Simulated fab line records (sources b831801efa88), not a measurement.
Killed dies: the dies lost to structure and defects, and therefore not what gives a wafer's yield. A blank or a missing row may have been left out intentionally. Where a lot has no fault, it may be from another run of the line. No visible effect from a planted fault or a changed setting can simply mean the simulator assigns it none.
fab line records | flow sky130
record lots=13 wafers=39 lastDay=50
route steps=708 shown PWDE@52 VT_ADJUST_HVTR@141 SD_N@349
lots that met no fault: from a run of the same line without faults
startH: hours from the record's first day to the start of the lot's first wafer shown | waitH: time in hours since the lot's previous step | " identical to the entry in the row above | L1.1+2: several wafers, shown together as one row | - no value, or no start given | * or withheld: withheld | < > ~ a bound
route shown NAME@n: names a module that has steps shown in the file, with the first one's number in the route | usual: mean/standard deviation taken from wafers without a fault | same: alike in all rows | chamber/n: place in a boat | sites: the reading at each site | _std_site: how widely they spread, as a standard deviation | _edge_site: inner sites' mean taken away from outer sites' mean | radiusMm: for every site, how far away it sits from the centre of the wafer | mask NAME#n: copy n | behind: the tool/chamber that last shaped the wafer | hold: cause of the lot's hold/its duration in hours/its outcome | device: names the non-switching transistor (n, p or np) | end of line: tests run on the same wafers once the route is complete | for a step that has no rows: nothing shown but its recipe | killed: dies lost to structure and defects at the first sort, not the wafer's yield | map: per-die view of a wafer (x killed, . not killed, _ where there is no die)
set.NAME: the setting as run; set.NAME@STEP: as run at that earlier step | model.NAME: the simulator's own value behind a step, which no gauge read
the route's steps for a sample of lots (tables are steps, rows are wafers)
services: from which hour (startH, from the record's first day; less than 0 if before it) a tool's chamber was out of use, for how many hours, and why
## steps
# step SKY_PWDE_OVL_MEAS_07
# usual PWDE_OVL=0.7/1.3
# columns lot.wafer tool chamber startH waitH PWDE_OVL[nm]
L772.1 overlay-01 - 79.41 - -1.0
L772.5 " - " " 1.7
L772.6 " - " " 0.9
L773.1 overlay-02 - 85.03 - 0.0
L773.2 " - " " -1.1
L773.4 " - " " 0.5
L775.1 overlay-01 - 90.16 - 1.2
L775.2 " - " " 1.9
L775.5 " - " " 1.9
L776.1 overlay-02 - 94.51 - 2.4
L776.4 " - " " 1.3
L776.6 " - " " 1.6
L777.1 overlay-02 - 106.91 - 2.4
L777.4 " - " " 0.7
L777.6 " - " " 1.8
L780.2 overlay-01 - 124.23 - 0.1
L780.4 " - " " 0.8
L780.6 " - " " -0.6
L781.1 overlay-01 - 126.61 - 0.5
L781.3 " - " " -1.0
L781.4 " - " " 1.1
L783.3 overlay-01 - 134.97 - 0.4
L783.4 " - " " -1.2
L783.5 " - " " 0.7
L787.1 overlay-01 - 164.27 - -0.8
L787.4 " - " " 0.5
L787.6 " - " " -4.2
L789.1 overlay-01 - 169.12 - -1.3
L789.3 " - " " 2.3
L789.6 " - " " 0.4
L790.1 overlay-02 - 185.17 - 0.0
L790.3 " - " " 0.7
L790.6 " - " " 2.4
L791.1 overlay-02 - 191.48 - 0.2
L791.3 " - " " 0.5
L791.5 " - " " 1.7
L793.2 overlay-01 - 201.68 - 3.5
L793.5 " - " " 3.0
L793.6 " - " " 2.1
# step SKY_PWDE_IMPLANT_08
# recipe species=B energyKev=150 doseCm2=3.6e+12 tiltDeg=withheld
# usual beamEnergyKeV=150.01/0.045 doseIonsCm2=3.6e+12/3.8e+09
# columns lot.wafer tool chamber startH waitH beamEnergyKeV doseIonsCm2
L772.1 implanter-02 0 79.44 0.0 149.96 3.601e+12
L772.5 " 0 " " 150.06 3.598e+12
L772.6 " 0 " " 149.98 3.602e+12
L773.1 implanter-04 0 85.06 0.0 149.93 3.598e+12
L773.2 " 0 " " 150.01 3.603e+12
L773.4 " 0 " " 149.97 3.599e+12
L775.1 implanter-04 0 90.19 0.0 149.96 3.599e+12
L775.2 " 0 " " 150.01 3.599e+12
L775.5 " 0 " " 149.94 3.603e+12
L776.1 implanter-02 0 94.54 0.0 150.00 3.6e+12
L776.4 " 0 " " 149.96 3.598e+12
L776.6 " 0 " " 150.00 3.598e+12
L777.1 implanter-04 0 106.94 0.0 150.05 3.592e+12
L777.4 " 0 " " 149.98 3.6e+12
L777.6 " 0 " " 149.98 3.595e+12
L780.2 implanter-04 0 124.29 0.0 159.07 3.599e+12
L780.4 " 0 " " 159.03 3.6e+12
L780.6 " 0 " " 159.05 3.598e+12
L781.1 implanter-02 0 126.64 0.0 150.09 3.597e+12
L781.3 " 0 " " 150.03 3.599e+12
L781.4 " 0 " " 150.07 3.602e+12
L783.3 implanter-04 0 135.04 0.1 158.93 3.603e+12
L783.4 " 0 " " 159.00 3.601e+12
L783.5 " 0 " " 159.00 3.597e+12
L787.1 implanter-01 0 164.31 0.0 150.03 3.596e+12
L787.4 " 0 " " 150.03 3.602e+12
L787.6 " 0 " " 150.03 3.602e+12
L789.1 implanter-02 0 169.16 0.0 150.08 3.605e+12
L789.3 " 0 " " 150.03 3.6e+12
L789.6 " 0 " " 149.99 3.601e+12
L790.1 implanter-01 0 185.28 0.1 149.96 3.599e+12
L790.3 " 0 " " 149.98 3.601e+12
L790.6 " 0 " " 150.08 3.591e+12
L791.1 implanter-04 0 191.51 0.0 150.01 3.6e+12
L791.3 " 0 " " 149.95 3.604e+12
L791.5 " 0 " " 149.99 3.599e+12
L793.2 implanter-02 0 201.74 0.0 150.05 3.604e+12
L793.5 " 0 " " 149.98 3.602e+12
L793.6 " 0 " " 150.03 3.602e+12
# step SKY_VT_ADJUST_HVTR_STRIP_10
# recipe chemistry=O2/N2 powerW=1400 pressureMtorr=1500 platenTempC=withheld o2FlowSccm=3000 n2FlowSccm=300 overashFraction=0.5
# usual drypumpMotorCurrentA=5.7/0.48 n2FlowSccm=300.1/0.85 oesProductAu=0.716/0.0045 stripTimeToEndpointS=14.22/0.039
# columns lot.wafer tool chamber startH waitH drypumpMotorCurrentA n2FlowSccm oesProductAu rfHoursCounterH stripTimeToEndpointS
L772.1 plasmaAsher-04 1 222.79 0.1 5.1 302.4 0.708 57 14.19
L772.5 " 0 " " 5.8 301.5 0.719 - 14.18
L772.6 " 1 " " 5.1 301.7 0.722 - 14.18
L773.1 plasmaAsher-03 0 223.03 0.1 6.5 299.4 0.720 45 14.26
L773.2 " 1 " " 5.6 301.6 0.710 45 14.25
L773.4 " 1 " " 5.6 299.1 0.717 - 14.29
L775.1 plasmaAsher-02 1 228.11 0.1 5.3 299.8 0.716 11 14.23
L775.2 " 0 " " 5.9 299.8 0.720 11 14.25
L775.5 " 1 " " 5.3 300.2 0.714 - 14.23
L776.1 plasmaAsher-03 0 234.38 0.1 6.4 299.9 0.714 46 14.24
L776.4 " 0 " " 6.5 299.8 0.708 - 14.21
L776.6 " 1 " " 5.6 300.1 0.716 - 14.17
L777.1 plasmaAsher-04 1 250.04 0.1 5.1 299.3 0.712 60 14.24
L777.4 " 0 " " 5.8 299.3 0.711 - 14.19
L777.6 " 1 " " 5.1 298.3 0.709 - 14.18
L780.2 plasmaAsher-04 0 274.73 0.1 5.8 300.3 0.721 62 14.22
L780.4 " 0 " " 5.8 300.0 0.717 - 14.21
L780.6 " 0 " " 5.8 301.3 0.714 - 14.23
L781.1 plasmaAsher-03 1 278.53 0.1 5.6 300.3 0.721 50 14.23
L781.3 " 0 " " 6.5 300.4 0.715 - 14.28
L781.4 " 1 " " 5.6 299.5 0.711 - 14.23
L783.3 plasmaAsher-04 1 295.10 0.1 5.1 300.0 0.722 - 14.28
L783.4 " 0 " " 5.8 299.0 0.720 - 14.26
L783.5 " 0 " " 5.8 300.7 0.716 - 14.23
L787.1 plasmaAsher-04 0 327.21 0.1 5.8 301.2 0.721 67 14.23
L787.4 " 1 " " 5.1 300.7 0.721 - 14.22
L787.6 " 0 " " 5.8 300.8 0.723 - 14.23
L789.1 plasmaAsher-04 0 334.46 0.1 5.7 299.0 0.715 68 14.26
L789.3 " 1 " " 5.1 299.9 0.719 - 14.23
L789.6 " 1 " " 5.1 297.9 0.720 - 14.29
L790.1 plasmaAsher-04 1 356.18 0.1 5.1 302.5 0.718 71 14.27
L790.3 " 0 " " 5.8 298.9 0.722 - 14.23
L790.6 " 0 " " 5.8 298.0 0.710 - 14.22
L791.1 plasmaAsher-04 1 367.33 0.1 5.1 301.2 0.716 72 14.20
L791.3 " 1 " " 5.1 300.7 0.718 - 14.19
L791.5 " 1 " " 5.1 299.7 0.719 - 14.25
L793.2 plasmaAsher-03 0 377.01 0.1 6.5 300.2 0.707 61 14.16
L793.5 " 0 " " 6.5 300.6 0.712 - 14.23
L793.6 " 1 " " 5.6 300.3 0.718 - 14.23
# step SKY_SD_N_CD_MEAS_07
# recipe targetCdNm=380
# usual cdNm=380.1/2.2
# columns lot.wafer tool chamber startH waitH cdNm
L773.1 cdSem-01 - 665.12 0.1 381.4
L773.2 " - " " 380.3
L773.4 " - " " 381.0
L772.1 cdSem-02 - 668.02 0.1 379.7
L772.5 " - " " 379.9
L772.6 " - " " 378.1
L775.1 cdSem-01 - 673.62 0.1 380.7
L775.2 " - " " 381.4
L775.5 " - " " 380.2
L776.1 cdSem-02 - 688.92 0.1 384.1
L776.4 " - " " 384.9
L776.6 " - " " 381.9
L777.1 cdSem-01 - 700.57 0.1 380.0
L777.4 " - " " 379.8
L777.6 " - " " 380.6
L780.2 cdSem-01 - 726.39 0.1 376.7
L780.4 " - " " 375.0
L780.6 " - " " 379.0
L781.1 cdSem-02 - 732.22 0.1 380.4
L781.3 " - " " 382.4
L781.4 " - " " 381.1
L783.3 cdSem-02 - 753.71 0.1 383.6
L783.4 " - " " 383.1
L783.5 " - " " 380.4
L787.1 cdSem-01 - 777.70 0.1 378.8
L787.4 " - " " 379.2
L787.6 " - " " 377.8
L789.1 cdSem-02 - 786.78 0.1 378.6
L789.3 " - " " 381.4
L789.6 " - " " 380.4
L790.1 cdSem-02 - 807.07 0.1 380.1
L790.3 " - " " 378.3
L790.6 " - " " 379.5
L791.1 cdSem-01 - 817.32 0.1 382.4
L791.3 " - " " 382.7
L791.5 " - " " 383.3
L793.2 cdSem-02 - 823.70 0.1 380.0
L793.5 " - " " 380.6
L793.6 " - " " 380.1
## services
# columns tool chamber startH hours kind
plasmaAsher-04 - 62.31 2.8 pm
plasmaAsher-02 - 108.75 9.0 pm
plasmaAsher-02 0 108.75 9.0 ventCycle
plasmaAsher-02 1 108.75 9.0 ventCycle
plasmaAsher-02 - 136.46 2.8 pm
implanter-02 - 140.01 6.3 repair
implanter-01 - 140.05 0.5 repair
plasmaAsher-03 - 159.93 0.4 repair
implanter-04 - 191.66 12.2 pm
plasmaAsher-02 - 193.85 0.6 repair
implanter-02 - 194.39 1.9 repair
implanter-02 - 208.31 2.6 repair
implanter-01 - 217.40 3.8 pm
implanter-04 - 242.91 4.2 pm
implanter-04 - 264.93 1.3 repair
implanter-04 - 273.04 5.1 repair
implanter-04 - 281.98 3.4 repair
plasmaAsher-04 - 292.24 2.8 repair
implanter-04 - 312.77 1.8 repair
implanter-04 - 317.41 1.6 repair
plasmaAsher-03 - 318.34 0.4 repair
plasmaAsher-02 - 326.86 28.1 pm
implanter-01 - 335.10 1.8 repair
plasmaAsher-02 - 373.87 12.6 repair
## key
firstSign step=SKY_PWDE_IMPLANT_08 reading=beamEnergyKeV direction=up sigmas=99+ usual=* struck=*
effect none on later readings
metAt SKY_PWDE_IMPLANT_08
struckLots L780,L783
testerLeftOut L780,L783
notActingAt SKY_PWDE_OVL_MEAS_07,SKY_VT_ADJUST_HVTR_STRIP_10,SKY_SD_N_CD_MEAS_07
onsetBetween 106.94 124.29
fault kind=processParameterDrift tool=implanter-04 chamber=- onsetH=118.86 steps=SKY_PWDE_IMPLANT_08 channel=energyKev offset=* shape=step endH=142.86 actsIn=* stated=*
# testerLeftOut: of these lots the tester's yield and bins aren't shown, on N5 and GAA mostly nor the transistor test; their killed dies are dies lost to structure and defects alone, not to doping, threshold or leakage, so they don't give the yield
